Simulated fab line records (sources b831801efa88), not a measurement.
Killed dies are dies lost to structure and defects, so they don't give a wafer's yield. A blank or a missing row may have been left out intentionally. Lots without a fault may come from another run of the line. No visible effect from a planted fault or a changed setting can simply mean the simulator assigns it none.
Which tool did it? :: flow gf180mcu :: 15 lots, 45 wafers sampled, at 4 steps of a route of 602

## WHAT THE GAUGES SHOWED, per wafer
GF_V4_THK_MEAS_03. Usual: V4_CVD_02_THK typically reads 843 nm, with standard deviation 14.
lot: L424
measured: day 23 16:48
on: film-metro-03
V4_CVD_02_THK (nm): 823 840 828
flag: 

lot: L425
measured: day 24 01:16
on: film-metro-01
V4_CVD_02_THK (nm): 823 827 845
flag: 

lot: L427
measured: day 24 17:50
on: film-metro-03
V4_CVD_02_THK (nm): 826 818 823
flag: 

lot: L428
measured: day 25 01:14
on: film-metro-03
V4_CVD_02_THK (nm): 839 858 857
flag: 

lot: L429
measured: day 25 02:31
on: film-metro-03
V4_CVD_02_THK (nm): 855 861 846
flag: 

lot: L430
measured: day 25 17:02
on: film-metro-03
V4_CVD_02_THK (nm): 822 844 858
flag: 

lot: L432
measured: day 26 08:21
on: film-metro-03
V4_CVD_02_THK (nm): 831 836 844
flag: 

lot: L433
measured: day 26 10:03
on: film-metro-04
V4_CVD_02_THK (nm): 838 839 849
flag: 

lot: L440
measured: day 28 12:47
on: film-metro-03
V4_CVD_02_THK (nm): 844 851 849
flag: 

lot: L443
measured: day 29 12:11
on: film-metro-03
V4_CVD_02_THK (nm): 841 851 863
flag: 

lot: L444
measured: day 29 16:49
on: film-metro-04
V4_CVD_02_THK (nm): 828 843 826
flag: 

lot: L445
measured: day 30 02:49
on: film-metro-03
V4_CVD_02_THK (nm): 848 827 854
flag: 

## TOOL THAT RAN EACH LOT (tool first, then ch and the chambers of the sampled wafers, then the start)
lot: L424
GF_V3_CVD_02: pecvd-02 ch 1,2, day 21 15:54
GF_V3_ETCH_17: rie-diel-04 ch 0,1,3, day 23 04:57 or earlier
GF_M4_EXPOSE_11: krf-scanner-02 ch 0, day 23 04:57

lot: L425
GF_V3_CVD_02: pecvd-03 ch 0,2, day 22 01:08
GF_V3_ETCH_17: rie-diel-04 ch 0,2, day 23 13:21 or earlier
GF_M4_EXPOSE_11: krf-scanner-02 ch 0, day 23 13:21

lot: L427
GF_V3_CVD_02: pecvd-03 ch 1,2, day 22 17:51
GF_V3_ETCH_17: rie-diel-03 ch 0,1, day 24 06:12 or earlier
GF_M4_EXPOSE_11: krf-scanner-01 ch 0, day 24 06:12

lot: L428
GF_V3_CVD_02: pecvd-03 ch 0,1,2, day 23 01:35
GF_V3_ETCH_17: rie-diel-04 ch 1,2, day 24 13:29 or earlier
GF_M4_EXPOSE_11: krf-scanner-02 ch 0, day 24 13:29

lot: L429
GF_V3_CVD_02: pecvd-03 ch 0,1,2, day 23 03:18
GF_V3_ETCH_17: rie-diel-04 ch 1,2,3, day 24 14:56 or earlier
GF_M4_EXPOSE_11: krf-scanner-02 ch 0, day 24 14:56

lot: L430
GF_V3_CVD_02: pecvd-03 ch 0,2, day 23 17:57
GF_V3_ETCH_17: rie-diel-04 ch 2,3, day 25 05:54 or earlier
GF_M4_EXPOSE_11: krf-scanner-01 ch 0, day 25 05:54

lot: L432
GF_V3_CVD_02: pecvd-02 ch 0,1,2, day 24 10:16
GF_V3_ETCH_17: rie-diel-03 ch 0,1,2, day 25 21:11 or earlier
GF_M4_EXPOSE_11: krf-scanner-02 ch 0, day 25 21:11

lot: L433
GF_V3_CVD_02: pecvd-04 ch 0,2, day 24 12:46
GF_V3_ETCH_17: rie-diel-03 ch 0,2, day 25 22:54 or earlier
GF_M4_EXPOSE_11: krf-scanner-02 ch 0, day 25 22:54

lot: L437
GF_V3_CVD_02: pecvd-02 ch 0,1,2, day 25 22:49
GF_V3_ETCH_17: rie-diel-04 ch 1,2, day 27 07:55 or earlier
GF_M4_EXPOSE_11: krf-scanner-02, day 27 07:55

lot: L438
GF_V3_CVD_02: pecvd-02 ch 1,2, day 26 07:33
GF_V3_ETCH_17: rie-diel-03 ch 0,2,3, day 27 17:02 or earlier
GF_M4_EXPOSE_11: krf-scanner-01, day 27 17:02

lot: L439
GF_V3_CVD_02: pecvd-04 ch 1,2, day 26 13:42
GF_V3_ETCH_17: rie-diel-02 ch 1,3, day 27 23:10 or earlier
GF_M4_EXPOSE_11: krf-scanner-01, day 27 23:10

lot: L440
GF_V3_CVD_02: pecvd-04 ch 1,2, day 26 17:33
GF_V3_ETCH_17: rie-diel-04 ch 0,2,3, day 28 02:24 or earlier
GF_M4_EXPOSE_11: krf-scanner-02 ch 0, day 28 02:24

lot: L443
GF_V3_CVD_02: pecvd-02 ch 0,1,2, day 27 17:16
GF_V3_ETCH_17: rie-diel-04 ch 2,3, day 29 01:28 or earlier
GF_M4_EXPOSE_11: krf-scanner-02 ch 0, day 29 01:28

lot: L444
GF_V3_CVD_02: pecvd-04 ch 0,1,2, day 27 22:32
GF_V3_ETCH_17: rie-diel-03 ch 0,2,3, day 29 06:27 or earlier
GF_M4_EXPOSE_11: krf-scanner-02 ch 0, day 29 06:27

lot: L445
GF_V3_CVD_02: pecvd-02 ch 1,2, day 28 09:22
GF_V3_ETCH_17: rie-diel-04 ch 0,1,3, day 29 16:35 or earlier
GF_M4_EXPOSE_11: krf-scanner-01 ch 0, day 29 16:35
- GF_V3_CVD_02: deposits SiO2 from TEOS, target thk 850 nm, time 94.851 s.
- GF_V3_ETCH_17: etches SiO2 in C4F8/O2/Ar, stops on TiN, target depth 635 nm.
- GF_M4_EXPOSE_11: exposes mask Metal4, target cd 280 nm.

## AS READ BY THE TOOLS THEMSELVES (means over the sampled wafers that have a number; for cases with no such wafer, the mark the record gives instead)
GF_V3_CVD_02. Usual: heater-power-outer-w 340 W, standard deviation 55; heater-power-w 609 W, standard deviation 86.
lot: L424
tool: pecvd-02
heater-power-outer-w (W): 377
heater-power-w (W): 650
flag: 

lot: L425
tool: pecvd-03
heater-power-outer-w (W): 336
heater-power-w (W): 631
flag: 

lot: L427
tool: pecvd-03
heater-power-outer-w (W): 305
heater-power-w (W): 529
flag: 

lot: L428
tool: pecvd-03
heater-power-outer-w (W): 328
heater-power-w (W): 582
flag: 

lot: L429
tool: pecvd-03
heater-power-outer-w (W): 346
heater-power-w (W): 617
flag: 

lot: L430
tool: pecvd-03
heater-power-outer-w (W): 301
heater-power-w (W): 540
flag: 

lot: L432
tool: pecvd-02
heater-power-outer-w (W): 369
heater-power-w (W): 651
flag: 

lot: L433
tool: pecvd-04
heater-power-outer-w (W): 323
heater-power-w (W): 587
flag: 

lot: L437
tool: pecvd-02
heater-power-outer-w (W): 361
heater-power-w (W): 631
flag: 

lot: L438
tool: pecvd-02
heater-power-outer-w (W): 348
heater-power-w (W): 586
flag: 

lot: L439
tool: pecvd-04
heater-power-outer-w (W): 344
heater-power-w (W): 635
flag: 

lot: L440
tool: pecvd-04
heater-power-outer-w (W): 317
heater-power-w (W): 602
flag: 

lot: L443
tool: pecvd-02
heater-power-outer-w (W): 348
heater-power-w (W): 604
flag: 

lot: L444
tool: pecvd-04
heater-power-outer-w (W): 343
heater-power-w (W): 612
flag: 

lot: L445
tool: pecvd-02
heater-power-outer-w (W): 364
heater-power-w (W): 618
flag: 

GF_V3_ETCH_17. Usual: oes-product-au 0.856 a.u., standard deviation 0.0047.
lot: L424
tool: rie-diel-04
oes-product-au (a.u.): 0.856
flag: 

lot: L425
tool: rie-diel-04
oes-product-au (a.u.): 0.854
flag: 

lot: L427
tool: rie-diel-03
oes-product-au (a.u.): 0.862
flag: 

lot: L428
tool: rie-diel-04
oes-product-au (a.u.): 0.861
flag: 

lot: L429
tool: rie-diel-04
oes-product-au (a.u.): 0.862
flag: 

lot: L430
tool: rie-diel-04
oes-product-au (a.u.): 0.856
flag: 

lot: L432
tool: rie-diel-03
oes-product-au (a.u.): 0.856
flag: 

lot: L433
tool: rie-diel-03
oes-product-au (a.u.): 0.855
flag: 

lot: L437
tool: rie-diel-04
oes-product-au (a.u.): 0.856
flag: 

lot: L438
tool: rie-diel-03
oes-product-au (a.u.): 0.860
flag: 

lot: L439
tool: rie-diel-02
oes-product-au (a.u.): 0.856
flag: 

lot: L440
tool: rie-diel-04
oes-product-au (a.u.): 0.850
flag: 

lot: L443
tool: rie-diel-04
oes-product-au (a.u.): 0.854
flag: 

lot: L444
tool: rie-diel-03
oes-product-au (a.u.): 0.859
flag: 

lot: L445
tool: rie-diel-04
oes-product-au (a.u.): 0.851
flag: 

GF_M4_EXPOSE_11. Usual: exposure-dose-mJ-cm2 27.984, standard deviation 0.029; focus-offset-nm 0.0 nm, standard deviation 0.53; reticle-temp-C 22.99 C, standard deviation 0.11; stage-vel-mm-s 500.04 mm/s, standard deviation 0.22.
lot: L424
tool: krf-scanner-02
exposure-dose-mJ-cm2: 27.960
focus-offset-nm (nm): -0.3
reticle-temp-C (C): 22.93
stage-vel-mm-s (mm/s): 500.05
flag: 

lot: L425
tool: krf-scanner-02
exposure-dose-mJ-cm2: 27.988
focus-offset-nm (nm): 0.0
reticle-temp-C (C): 23.22
stage-vel-mm-s (mm/s): 500.21
flag: 

lot: L427
tool: krf-scanner-01
exposure-dose-mJ-cm2: 27.975
focus-offset-nm (nm): -0.1
reticle-temp-C (C): 23.05
stage-vel-mm-s (mm/s): 500.12
flag: 

lot: L428
tool: krf-scanner-02
exposure-dose-mJ-cm2: 27.984
focus-offset-nm (nm): 0.8
reticle-temp-C (C): 23.07
stage-vel-mm-s (mm/s): 500.11
flag: 

lot: L429
tool: krf-scanner-02
exposure-dose-mJ-cm2: 27.949
focus-offset-nm (nm): 0.5
reticle-temp-C (C): 22.94
stage-vel-mm-s (mm/s): 499.93
flag: 

lot: L430
tool: krf-scanner-01
exposure-dose-mJ-cm2: 28.014
focus-offset-nm (nm): -0.0
reticle-temp-C (C): 22.91
stage-vel-mm-s (mm/s): 500.13
flag: 

lot: L432
tool: krf-scanner-02
exposure-dose-mJ-cm2: 27.963
focus-offset-nm (nm): -0.9
reticle-temp-C (C): 22.97
stage-vel-mm-s (mm/s): 500.18
flag: 

lot: L433
tool: krf-scanner-02
exposure-dose-mJ-cm2: 27.984
focus-offset-nm (nm): -0.2
reticle-temp-C (C): 23.00
stage-vel-mm-s (mm/s): 500.14
flag: 

lot: L437
tool: krf-scanner-02
exposure-dose-mJ-cm2: -
focus-offset-nm (nm): -
reticle-temp-C (C): -
stage-vel-mm-s (mm/s): -
flag: OFF

lot: L438
tool: krf-scanner-01
exposure-dose-mJ-cm2: -
focus-offset-nm (nm): -
reticle-temp-C (C): -
stage-vel-mm-s (mm/s): -
flag: OFF

lot: L439
tool: krf-scanner-01
exposure-dose-mJ-cm2: -
focus-offset-nm (nm): -
reticle-temp-C (C): -
stage-vel-mm-s (mm/s): -
flag: OFF

lot: L440
tool: krf-scanner-02
exposure-dose-mJ-cm2: 27.971
focus-offset-nm (nm): 0.7
reticle-temp-C (C): 22.95
stage-vel-mm-s (mm/s): 500.08
flag: 

lot: L443
tool: krf-scanner-02
exposure-dose-mJ-cm2: 28.019
focus-offset-nm (nm): -0.4
reticle-temp-C (C): 22.81
stage-vel-mm-s (mm/s): 500.18
flag: 

lot: L444
tool: krf-scanner-02
exposure-dose-mJ-cm2: 28.003
focus-offset-nm (nm): -0.2
reticle-temp-C (C): 22.91
stage-vel-mm-s (mm/s): 499.86
flag: 

lot: L445
tool: krf-scanner-01
exposure-dose-mJ-cm2: 27.958
focus-offset-nm (nm): 0.0
reticle-temp-C (C): 22.98
stage-vel-mm-s (mm/s): 500.17
flag: 

## THE ANSWER, worked out from the rows above alone
Rule: take the mean of a lot's wafers that have a number; if it is more than 3 standard deviations from the usual mean, the lot is off. A lot without any number at a reading at which 4 lots or more have one is off too. The other lots that the step has rows for count as sound. The gauges are gone through in route order, then the tools' own readings, and for those a lot's mean is taken as printed above. The first step at which some lot is off is used, and at that step the reading that is off furthest; a lot without a number counts as furthest.
Off, at GF_M4_EXPOSE_11 on exposure-dose-mJ-cm2: L437, L438, L439. Without a number there: L437, L438, L439.
If a tool, at that step or one of the process steps before it, ran each lot that is off and ran no sound lot following the first of them, it fits. Because GF_V3_ETCH_17 lacks a start for some lots, the hours and order of its lots are taken from GF_M4_EXPOSE_11. Not one of the candidates tried fits.

## WHAT THE SIMULATOR HAD INSERTED
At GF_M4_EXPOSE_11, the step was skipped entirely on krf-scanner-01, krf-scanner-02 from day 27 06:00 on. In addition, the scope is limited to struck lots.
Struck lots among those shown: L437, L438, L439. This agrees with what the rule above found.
